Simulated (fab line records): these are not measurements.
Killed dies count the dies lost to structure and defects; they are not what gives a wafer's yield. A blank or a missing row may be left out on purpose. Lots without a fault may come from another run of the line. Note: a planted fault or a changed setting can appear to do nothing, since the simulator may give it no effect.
fab line records | flow sky130
[record] lots = 11 wafers = 33 last-day = 50
route steps=708 shown CAPM@540 VIA3@595 METAL4@599 METAL5@670 PAD_OPEN@708
lots with no fault: from the same line, run without faults
start-h: the number of hours between the record's first day and the start of the first shown wafer of the lot | wait-h: how many hours have passed since the lot's step before this one | " the same as in the row above | L1.1+2: several wafers, shown together as one row | - no value present, or no start provided | * or withheld: withheld | < > ~ a bound
route shown NAME@n: NAME is a module with steps in the file, n the number in the route of the first one | usual: mean and standard deviation over wafers with no fault | same: alike in all rows | chamber/n: place in a boat | sites: per-site readings | _std_site: how widely they spread, as a standard deviation | _edge_site: inner sites' mean taken away from outer sites' mean | radius-mm: for every site, how far away it sits from the centre of the wafer | mask NAME#n: copy n | behind: the tool/chamber that last shaped the wafer | hold: why the lot was held/for how many hours/how that ended | device: names the non-switching transistor (n, p or np) | end of line: at the end of the route, the tests of the same wafers | a step given without rows: its recipe and nothing more | killed: dies that structure and defects cost at the first sort, which is not the same as the wafer's yield | map: a wafer's dies, x killed, . not, _ none there
set.NAME: the setting that was run; set.NAME@STEP: the one run at that earlier step | model.NAME: the simulator's own value behind a step, which no gauge read
route steps across a sampled set of lots; one table per step, one row per wafer
services: from which hour (start-h, from the record's first day; less than 0 if before it) a tool's chamber was out of use, for how many hours, and why
[[steps]]
[step SKY_CAPM_RS_MEAS_03]
[recipe] thk-meas-gauge = four-point-probe reads = TiN_of_CAPM_SPUTTER_02
[usual] CAPM_TIN_RS = 6.72/0.075
// columns lot.wafer tool chamber start-h wait-h CAPM_TIN_RS[ohm/sq]
L751.1 film-metro-03 - 857.14 0.1 6.71
L751.4 " - " " 6.70
L751.6 " - " " 6.74
L752.4 film-metro-02 - 865.01 0.1 6.74
L752.5 " - " " 6.70
L752.6 " - " " 6.74
L753.1 film-metro-02 - 868.49 0.1 6.77
L753.4 " - " " 6.74
L753.6 " - " " 6.73
L757.1 film-metro-04 - 900.92 0.1 6.69
L757.4 " - " " 6.74
L757.5 " - " " 6.74
L758.1 film-metro-03 - 918.96 0.1 6.70
L758.2 " - " " 6.76
L758.6 " - " " 6.74
L759.1 film-metro-03 - 927.76 0.1 6.72
L759.2 " - " " 6.78
L759.4 " - " " 6.75
L765.2 film-metro-02 - 962.01 0.1 6.81
L765.3 " - " " 6.68
L765.6 " - " " 6.77
L769.2 film-metro-04 - 986.39 0.1 6.74
L769.4 " - " " 6.69
L769.5 " - " " 6.70
L768.1 film-metro-02 - 988.32 0.1 6.82
L768.3 " - " " 6.76
L768.5 " - " " 6.84
L770.1 film-metro-04 - 995.09 0.1 6.93
L770.4 " - " " 6.91
L770.5 " - " " 6.91
L772.1 film-metro-03 - 1004.14 0.1 6.61
L772.2 " - " " 6.69
L772.4 " - " " 6.66
[step SKY_VIA3_RS_MEAS_22]
[recipe] thk-meas-gauge = four-point-probe reads = W_of_VIA3_CVD_21+TiN_of_VIA3_SPUTTER_20
[usual] VIA3_W_RS = 0.2943/0.0028
// columns lot.wafer tool chamber start-h wait-h VIA3_W_RS[ohm/sq]
L751.1 film-metro-01 - 936.94 0.1 0.2916
L751.4 " - " " 0.2926
L751.6 " - " " 0.2938
L752.4 film-metro-03 - 944.28 0.1 0.2947
L752.5 " - " " 0.2978
L752.6 " - " " 0.2992
L753.1 film-metro-02 - 947.63 0.1 0.2971
L753.4 " - " " 0.2980
L753.6 " - " " 0.2974
L757.1 film-metro-03 - 976.91 0.1 0.2916
L757.4 " - " " 0.2916
L757.5 " - " " 0.2939
L758.1 film-metro-03 - 995.65 0.1 0.2949
L758.2 " - " " 0.2976
L758.6 " - " " 0.2970
L759.1 film-metro-03 - 1003.24 0.1 0.2932
L759.2 " - " " 0.2961
L759.4 " - " " 0.2918
L765.2 film-metro-02 - 1035.86 0.1 0.2917
L765.3 " - " " 0.2930
L765.6 " - " " 0.2933
L769.2 film-metro-01 - 1059.53 0.1 0.2967
L769.4 " - " " 0.2930
L769.5 " - " " 0.2945
L768.1 film-metro-01 - 1061.66 0.1 0.2933
L768.3 " - " " 0.2949
L768.5 " - " " 0.2916
L770.1 film-metro-03 - 1067.13 0.1 0.2936
L770.4 " - " " 0.2912
L770.5 " - " " 0.2932
L772.1 film-metro-01 - 1075.49 0.1 0.2920
L772.2 " - " " 0.2965
L772.4 " - " " 0.2978
[step SKY_METAL4_SPUTTER_01]
[recipe] material = TiN target-thk-nm = 20 power-w = 6500 time-s = 16.7 chamber-pressure-pa = 0.4
[usual] cathode-dc-power-W = 6499.8/1.2 throttle-valve-pct = 29.5/1.1
// columns lot.wafer tool chamber start-h wait-h cathode-dc-power-W throttle-valve-pct
L751.1 pvd-sputter-02 - 937.44 0.0 6498.1 31.9
L751.4 " - " " 6500.0 29.9
L751.6 " - " " 6500.1 29.9
L752.4 pvd-sputter-04 - 944.73 0.0 6499.1 28.0
L752.5 " - " " 6499.9 29.5
L752.6 " - " " 6499.1 30.0
L753.1 pvd-sputter-01 - 948.14 0.0 6497.3 29.3
L753.4 " - " " 6498.9 27.9
L753.6 " - " " 6498.8 30.0
L757.1 pvd-sputter-02 - 977.42 0.0 6499.0 30.3
L757.4 " - " " 6498.3 30.0
L757.5 " - " " 6501.4 32.1
L758.1 pvd-sputter-04 - 996.15 0.0 6497.4 30.2
L758.2 " - " " 6499.7 28.2
L758.6 " - " " 6500.9 30.1
L759.1 pvd-sputter-01 - 1003.75 0.0 6500.5 27.3
L759.2 " - " " 6500.3 29.6
L759.4 " - " " 6500.8 29.9
L765.2 pvd-sputter-02 - 1036.35 0.0 6500.8 30.8
L765.3 " - " " 6500.5 29.8
L765.6 " - " " 6501.9 31.8
L769.2 pvd-sputter-01 - 1060.02 0.0 6499.7 29.5
L769.4 " - " " 6500.2 29.7
L769.5 " - " " 6497.7 27.5
L768.1 pvd-sputter-04 - 1062.16 0.0 6502.2 28.3
L768.3 " - " " 6499.1 29.9
L768.5 " - " " 6500.6 30.0
L770.1 pvd-sputter-01 - 1067.64 0.0 6501.1 29.8
L770.4 " - " " 6498.5 29.3
L770.5 " - " " 6500.6 29.2
L772.1 pvd-sputter-04 - 1075.99 0.0 6501.1 30.0
L772.2 " - " " 6499.0 30.0
L772.4 " - " " 6501.4 28.3
[step SKY_METAL5_COAT_09]
[recipe] resist = NOVOLAK spin-rpm = 3000 resist-thk-nm = 1800
[usual] resist-line-temp-C = 22.98/0.095
// columns lot.wafer tool chamber start-h wait-h resist-line-temp-C
L751.1 litho-track-01 0 1025.03 0.1 23.05
L751.4 " 0 " " 23.01
L751.6 " 0 " " 22.98
L752.4 litho-track-02 0 1030.78 0.1 22.84
L752.5 " 0 " " 22.88
L752.6 " 0 " " 23.11
L753.1 litho-track-04 0 1035.72 0.1 22.87
L753.4 " 0 " " 23.09
L753.6 " 0 " " 22.96
L757.1 litho-track-01 0 1062.78 0.1 22.82
L757.4 " 0 " " 22.79
L757.5 " 0 " " 22.84
L758.1 litho-track-02 0 1080.05 0.1 23.01
L758.2 " 0 " " 22.89
L758.6 " 0 " " 23.14
L759.1 litho-track-02 0 1086.80 0.1 23.03
L759.2 " 0 " " 22.88
L759.4 " 0 " " 22.83
L765.2 litho-track-01 0 1114.70 0.1 22.90
L765.3 " 0 " " 23.03
L765.6 " 0 " " 22.95
L769.2 litho-track-04 0 1135.34 0.1 22.96
L769.4 " 0 " " 22.95
L769.5 " 0 " " 22.90
L768.1 litho-track-04 0 1137.32 0.1 23.04
L768.3 " 0 " " 23.04
L768.5 " 0 " " 22.87
L770.1 litho-track-04 0 1141.72 0.1 23.03
L770.4 " 0 " " 22.90
L770.5 " 0 " " 22.86
L772.1 litho-track-02 0 1150.35 0.1 23.02
L772.2 " 0 " " 23.03
L772.4 " 0 " " 23.11
[step SKY_METAL5_STRIP_16]
[recipe] chemistry = O2/N2 power-w = 1400 pressure-mtorr = 1500 platen-temp-c = withheld o2-flow-sccm = 3000 n2-flow-sccm = 300 overash-fraction = 0.5
[usual] drypump-motor-current-A = 5.8/0.41 oes-product-au = 0.710/0.0044 strip-time-to-endpoint-s = 13.08/0.13
// columns lot.wafer tool chamber start-h wait-h drypump-motor-current-A oes-product-au rf-hours-counter-h strip-time-to-endpoint-s
L751.1 plasma-asher-01 0 1037.24 0.2 6.3 0.710 61 13.07
L751.4 " 1 " " 5.1 0.708 - 13.12
L751.6 " 0 " " 6.3 0.713 - 13.26
L752.4 plasma-asher-02 0 1043.30 0.1 5.7 0.704 - 12.85
L752.5 " 1 " " 6.2 0.708 - 13.01
L752.6 " 0 " " 5.7 0.715 - 12.81
L753.1 plasma-asher-01 1 1047.40 0.2 5.2 0.712 62 12.94
L753.4 " 0 " " 6.3 0.718 - 12.79
L753.6 " 1 " " 5.2 0.709 - 13.10
L757.1 plasma-asher-04 0 1073.54 0.2 5.3 0.704 1 13.26
L757.4 " 1 " " 5.7 0.717 - 13.17
L757.5 " 1 " " 5.7 0.713 - 12.97
L758.1 plasma-asher-02 1 1091.54 0.2 6.2 0.714 94 18.54
L758.2 " 0 " " 5.7 0.711 94 18.86
L758.6 " 1 " " 6.2 0.708 - 18.88
L759.1 plasma-asher-02 1 1097.42 0.2 6.2 0.712 94 18.87
L759.2 " 0 " " 5.7 0.712 94 18.73
L759.4 " 1 " " 6.3 0.716 - 18.87
L765.2 plasma-asher-02 1 1125.88 1.3 6.2 0.706 97 12.96
L765.3 " 1 " " 6.2 0.708 - 13.21
L765.6 " 1 " " 6.2 0.714 - 12.82
L769.2 plasma-asher-02 1 1144.37 0.2 6.3 0.716 100 13.18
L769.4 " 1 " " 6.2 0.716 - 13.08
L769.5 " 1 " " 6.2 0.710 - 13.07
L768.1 plasma-asher-02 1 1147.19 0.2 6.3 0.708 100 13.20
L768.3 " 0 " " 5.7 0.716 - 12.99
L768.5 " 1 " " 6.3 0.710 - 13.09
L770.1 plasma-asher-04 0 1150.15 0.2 5.3 0.708 7 12.92
L770.4 " 0 " " 5.3 0.711 - 13.03
L770.5 " 0 " " 5.3 0.718 - 13.23
L772.1 plasma-asher-01 1 1159.65 0.2 5.2 0.702 71 13.20
L772.2 " 0 " " 6.3 0.713 71 12.99
L772.4 " 0 " " 6.3 0.703 - 12.96
[step SKY_PAD_OPEN_PROBE_99]
[usual] defect-limited-yield = 82.9/1.9 killed_at_M0_to_M3 = 42/6.3 killed_at_M4_up = 2.8/1.9 killed-at-contacts = 23/5.3 killed-at-front-end = 16/4.3 killed-at-other = 0.2/0.51 killed-dies = 84/9.3 killed-open = 46/7.6 killed-short = 38/6.3 sort_bin_3_pad_short = 0.8/0.41 sort_bin_5_function = 10.0/1.4 sort_bin_6_memory = 6.2/1.1 sort_bin_8_speed = 0.00/0.017 sort-n-pass = 408/9.3 sort-yield-pct = 82.9/1.9
[same] gross-dies = 492 killed-at-back-side = 0 sort_bin_4_leakage[%] = 0
// columns lot.wafer tool chamber start-h wait-h defect-limited-yield[%] killed_at_M0_to_M3 killed_at_M4_up killed-at-contacts killed-at-front-end killed-at-other killed-dies killed-open killed-short sort_bin_3_pad_short[%] sort_bin_5_function[%] sort_bin_6_memory[%] sort_bin_8_speed[%] sort-n-pass sort-yield-pct[%]
L752.4 prober-01 - 1088.97 0.2 82.5 36 8 31 11 0 86 47 39 1.2 10.0 6.3 0 406 82.5
L752.5 prober-01 - 1089.02 0.2 83.1 41 0 22 20 0 83 38 45 1.6 8.7 6.5 0 409 83.1
L752.6 prober-01 - 1089.07 0.2 81.5 51 3 22 15 0 91 55 36 0.2 10.8 7.5 0 401 81.5
L765.2 prober-01 - 1167.57 0.1 78.7 53 2 28 22 0 105 62 43 1.2 11.4 8.7 0 387 78.7
L765.3 prober-01 - 1167.62 0.2 83.1 36 5 23 19 0 83 46 37 0.6 11.2 5.1 0 409 83.1
L765.6 prober-01 - 1167.77 0.2 81.7 42 5 22 21 0 90 53 37 0.8 9.6 7.9 0 402 81.7
L769.2 prober-01 - 1184.04 0.1 86.2 34 3 17 14 0 68 37 31 1.0 7.1 5.7 0 424 86.2
L769.4 prober-01 - 1184.14 0.2 83.5 42 1 22 16 0 81 43 38 1.0 9.8 5.7 0 411 83.5
L769.5 prober-01 - 1184.19 0.2 85.2 35 3 22 13 0 73 36 37 0.8 8.7 5.3 0 419 85.2
L768.1 prober-02 - 1185.90 0.1 81.7 49 1 22 18 0 90 55 35 0.8 11.8 5.7 0 402 81.7
L768.3 prober-02 - 1186.00 0.2 87.6 38 1 10 12 0 61 34 27 0.6 6.3 5.5 0 431 87.6
L768.5 prober-02 - 1186.10 0.2 83.9 37 5 28 9 0 79 44 35 1.4 8.9 5.7 0 413 83.9
L770.1 prober-01 - 1188.11 0.1 85.0 50 3 10 11 0 74 47 27 0.2 9.1 5.7 0 418 85.0
L770.4 prober-01 - 1188.26 0.2 82.3 43 3 26 15 0 87 53 34 1.2 10.2 6.3 0 405 82.3
L770.5 prober-01 - 1188.31 0.2 82.7 39 2 30 14 0 85 44 41 0.4 12.0 4.9 0 407 82.7
L772.1 prober-01 - 1196.49 0.1 83.3 44 3 19 16 0 82 46 36 1.0 10.2 5.5 0 410 83.3
L772.2 prober-01 - 1196.54 0.1 83.1 33 4 28 18 0 83 54 29 1.0 8.9 6.9 0 409 83.1
L772.4 prober-01 - 1196.64 0.2 83.5 41 5 22 13 0 81 51 30 0.2 12.0 4.3 0 411 83.5
// killed by level:class
L752.4 CONTACT:geometric-particle:open=10 LI_CONTACT:geometric-particle:open=7 CONTACT:geometric-particle:short=7 VIA1:geometric-particle:open=7 VIA3:geometric-particle:open=7 METAL4:geometric-particle:short=7 VIA2:geometric-particle:open=5 LOCAL_INTERCONNECT:geometric-particle:short=4
L752.5 VIA1:geometric-particle:open=10 METAL2:geometric-particle:short=9 POLY_GATE:geometric-particle:short=8 CONTACT:geometric-particle:open=8 LI_CONTACT:geometric-particle:open=7 METAL1:geometric-particle:short=7 FIELD_ISO:geometric-particle:short=4 VIA3:geometric-particle:open=4
L752.6 VIA1:geometric-particle:open=18 CONTACT:geometric-particle:open=12 VIA2:geometric-particle:short=7 VIA3:geometric-particle:open=7 METAL2:geometric-particle:short=5 POLY_GATE:geometric-particle:short=4 POLY_GATE:geometric-particle:open=4 METAL1:geometric-particle:short=4
L765.2 CONTACT:geometric-particle:open=13 VIA1:geometric-particle:open=11 VIA3:geometric-particle:open=9 VIA2:geometric-particle:open=8 FIELD_ISO:geometric-particle:open=7 METAL2:geometric-particle:short=6 FIELD_ISO:geometric-particle:short=5 CONTACT:geometric-particle:short=5
L765.3 VIA1:geometric-particle:open=13 METAL1:geometric-particle:short=8 FIELD_ISO:geometric-particle:short=7 LI_CONTACT:geometric-particle:open=7 CONTACT:geometric-particle:open=7 VIA2:geometric-particle:open=7 CONTACT:geometric-particle:short=5 POLY_GATE:geometric-particle:short=4
L765.6 VIA1:geometric-particle:open=10 VIA3:geometric-particle:open=8 CONTACT:geometric-particle:open=7 CONTACT:geometric-particle:short=7 FIELD_ISO:geometric-particle:open=6 LI_CONTACT:geometric-particle:open=6 FIELD_ISO:geometric-particle:short=5 METAL4:geometric-particle:short=5
L769.2 VIA2:geometric-particle:open=11 VIA1:geometric-particle:open=7 LI_CONTACT:geometric-particle:open=6 VIA1:geometric-particle:short=6 CONTACT:geometric-particle:open=5 POLY_GATE:geometric-particle:short=4 CONTACT:geometric-particle:short=4 VIA3:geometric-particle:open=4
L769.4 VIA1:geometric-particle:open=13 LI_CONTACT:geometric-particle:open=9 METAL1:geometric-particle:short=7 CONTACT:geometric-particle:open=6 VIA3:geometric-particle:open=6 FIELD_ISO:geometric-particle:short=5 POLY_GATE:geometric-particle:short=5 VIA2:geometric-particle:open=4
L769.5 CONTACT:geometric-particle:open=9 POLY_GATE:geometric-particle:short=7 VIA3:geometric-particle:open=6 VIA1:geometric-particle:open=6 LOCAL_INTERCONNECT:geometric-particle:short=5 VIA2:geometric-particle:open=5 LI_CONTACT:geometric-particle:open=4 METAL2:geometric-particle:short=3
L768.1 VIA2:geometric-particle:open=16 VIA1:geometric-particle:open=11 CONTACT:geometric-particle:open=9 FIELD_ISO:geometric-particle:short=8 LI_CONTACT:geometric-particle:open=7 FIELD_ISO:geometric-particle:open=4 CONTACT:geometric-particle:short=4 METAL2:geometric-particle:short=4
L768.3 VIA1:geometric-particle:open=13 VIA2:geometric-particle:open=6 VIA3:geometric-particle:open=5 CONTACT:geometric-particle:open=4 SPACER:geometric-particle:short=3 CONTACT:geometric-particle:short=3 METAL1:geometric-particle:short=3 METAL2:geometric-particle:short=3
L768.5 CONTACT:geometric-particle:open=10 LI_CONTACT:geometric-particle:open=9 VIA1:geometric-particle:open=7 VIA1:geometric-particle:short=6 CONTACT:geometric-particle:short=5 METAL4:geometric-particle:short=5 VIA2:geometric-particle:open=4 METAL3:geometric-particle:short=4
L770.1 VIA1:geometric-particle:open=16 METAL2:geometric-particle:short=6 VIA2:geometric-particle:open=5 METAL1:geometric-particle:open=5 VIA1:geometric-particle:short=5 CONTACT:geometric-particle:open=4 VIA3:geometric-particle:open=4 FIELD_ISO:geometric-particle:short=3
L770.4 VIA1:geometric-particle:open=13 LI_CONTACT:geometric-particle:open=8 FIELD_ISO:geometric-particle:open=6 LI_CONTACT:geometric-particle:short=6 VIA3:geometric-particle:open=6 METAL3:geometric-particle:open=5 METAL2:geometric-particle:short=5 POLY_GATE:geometric-particle:open=4
L770.5 CONTACT:geometric-particle:open=12 VIA1:geometric-particle:open=9 LI_CONTACT:geometric-particle:open=7 CONTACT:geometric-particle:short=7 METAL1:geometric-particle:short=6 POLY_GATE:geometric-particle:short=5 VIA3:geometric-particle:short=5 POLY_GATE:geometric-particle:open=4
L772.1 VIA1:geometric-particle:open=11 CONTACT:geometric-particle:open=10 METAL1:geometric-particle:short=8 POLY_GATE:geometric-particle:open=5 VIA2:geometric-particle:open=5 VIA3:geometric-particle:open=5 FIELD_ISO:geometric-particle:short=4 METAL3:geometric-particle:short=4
L772.2 CONTACT:geometric-particle:open=11 VIA1:geometric-particle:open=10 POLY_GATE:geometric-particle:open=8 LI_CONTACT:geometric-particle:open=6 LOCAL_INTERCONNECT:geometric-particle:short=5 VIA2:geometric-particle:open=5 CONTACT:geometric-particle:short=4 METAL1:geometric-particle:short=4
L772.4 VIA1:geometric-particle:open=12 LI_CONTACT:geometric-particle:open=8 VIA2:geometric-particle:open=8 CONTACT:geometric-particle:open=7 POLY_GATE:geometric-particle:open=5 METAL1:geometric-particle:short=5 VIA3:geometric-particle:open=5 FIELD_ISO:geometric-particle:short=4
[[services]]
// columns tool chamber start-h hours kind
pvd-sputter-01 - 943.66 3.0 repair
plasma-asher-02 - 972.37 0.5 repair
pvd-sputter-01 1 982.13 - consumable-replace:kit
pvd-sputter-01 1 982.13 18.0 scheduled-down
pvd-sputter-01 1 982.13 18.0 vent-cycle
pvd-sputter-02 - 993.35 5.5 repair
pvd-sputter-04 0 994.96 - consumable-replace:kit
pvd-sputter-04 0 994.96 18.0 scheduled-down
pvd-sputter-04 0 994.96 18.0 vent-cycle
plasma-asher-04 - 1002.17 1.3 repair
plasma-asher-01 - 1012.65 1.5 repair
pvd-sputter-02 - 1015.64 4.9 repair
pvd-sputter-02 - 1048.61 1.5 repair
plasma-asher-04 - 1049.25 4.8 repair
plasma-asher-04 - 1055.25 9.0 pm
plasma-asher-02 - 1072.06 0.5 repair
pvd-sputter-02 - 1075.05 1.3 repair
plasma-asher-01 - 1112.49 2.8 pm
plasma-asher-01 - 1119.76 14.6 pm
plasma-asher-04 - 1120.76 15.6 pm
plasma-asher-02 - 1124.73 1.1 repair
plasma-asher-04 - 1143.23 0.8 repair
pvd-sputter-04 - 1151.02 7.2 repair
plasma-asher-02 - 1159.59 24.9 repair
[[key]]
[first-sign] step = SKY_METAL5_STRIP_16 reading = strip-time-to-endpoint-s direction = up sigmas = 44 usual = * struck = *
effect none on later readings
met-at SKY_METAL5_COAT_09
struck-lots L758,L759
not-acting-at SKY_CAPM_RS_MEAS_03,SKY_VIA3_RS_MEAS_22,SKY_METAL4_SPUTTER_01
onset-between 1030.78 1080.05
[fault] kind = process-parameter-drift tool = litho-track-02 chamber = - onset-h = 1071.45 steps = SKY_METAL5_COAT_09 channel = resist-thk-nm offset = 493.92 shape = step end-h = 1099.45 acts-in = these-recipes-only stated = 1800
